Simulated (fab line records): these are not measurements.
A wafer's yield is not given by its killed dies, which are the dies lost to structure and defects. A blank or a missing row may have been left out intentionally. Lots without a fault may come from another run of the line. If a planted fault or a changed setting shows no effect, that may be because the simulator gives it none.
What tool caused it?	flow sky130	6 lots, 18 wafers sampled, at 3 steps of a route of 708

## WHAT EACH GAUGE READ, for each wafer
SKY_NWELL_TW_MEAS_26.
lot	measured	on	NWELL_2_TW
L874	day 6 00:25	film metro-02	507 507 508
L878	day 6 19:50	film metro-03	490 488 491
L885	day 8 14:50	film metro-02	823 825 823 823 824 825
L891	day 10 00:32	film metro-01	493 492 494
L894	day 11 03:15	film metro-03	494 491 492
L896	day 11 10:20	film metro-01	491 488 489

## WHAT TOOL EACH LOT RAN ON (gives the tool, then ch and the chambers of the sampled wafers, and finally the start)
lot	SKY_FIELD_ISO_ETCH_15	SKY_NWELL_IMPLANT_24
L874	rie diel-02 ch 0,1, day 2 14:10	implanter-02 ch 0, day 6 00:12
L878	rie diel-02 ch 0,1, day 3 06:53	implanter-03 ch 0, day 6 19:36
L885	rie diel-03 ch 1,3, day 4 21:12	implanter-03 ch 0, day 8 14:35
L891	rie diel-02 ch 1,2, day 6 03:40	implanter-02 ch 0, day 10 00:20
L894	rie diel-02 ch 0,1,2, day 6 19:40	implanter-04 ch 0, day 11 03:00
L896	rie diel-03 ch 0,1,3, day 7 07:07	implanter-04 ch 0, day 11 10:06
- SKY_FIELD_ISO_ETCH_15: etches the open film in CHF3/O2, stops on Si, target depth 180 nm, time 72 s.
- SKY_NWELL_IMPLANT_24

## THE ANSWER, worked out from the rows above alone
Rule: the usual values come from the lots themselves. Put in order of their means at a reading, lots are off if they are a third of the lots or fewer, leave a main group of 4 or more, and stand apart from it by a gap of 3 or more times the standard deviation of the main group's means; of several such gaps the widest counts. If all means in a main group match to the digits the tables above print for the reading, that group is not used. A lot without any number at a reading at which 4 lots or more have one is off too. Where the step has rows for the other lots, those lots are counted as sound.
Off: L885, at SKY_NWELL_TW_MEAS_26 (NWELL_2_TW). Main group: mean 494, sd 6.7.
If a tool, at a process step before that reading, ran all the lots that are off and no sound lot after the first of them, it fits. The gauges at SKY_NWELL_TW_MEAS_26 are tried like those tools. 2 tools fit, implanter-03 at SKY_NWELL_IMPLANT_24 and film metro-02 at SKY_NWELL_TW_MEAS_26, so this cannot tell which one it is.

## WHAT THE SIMULATOR HAD PUT IN
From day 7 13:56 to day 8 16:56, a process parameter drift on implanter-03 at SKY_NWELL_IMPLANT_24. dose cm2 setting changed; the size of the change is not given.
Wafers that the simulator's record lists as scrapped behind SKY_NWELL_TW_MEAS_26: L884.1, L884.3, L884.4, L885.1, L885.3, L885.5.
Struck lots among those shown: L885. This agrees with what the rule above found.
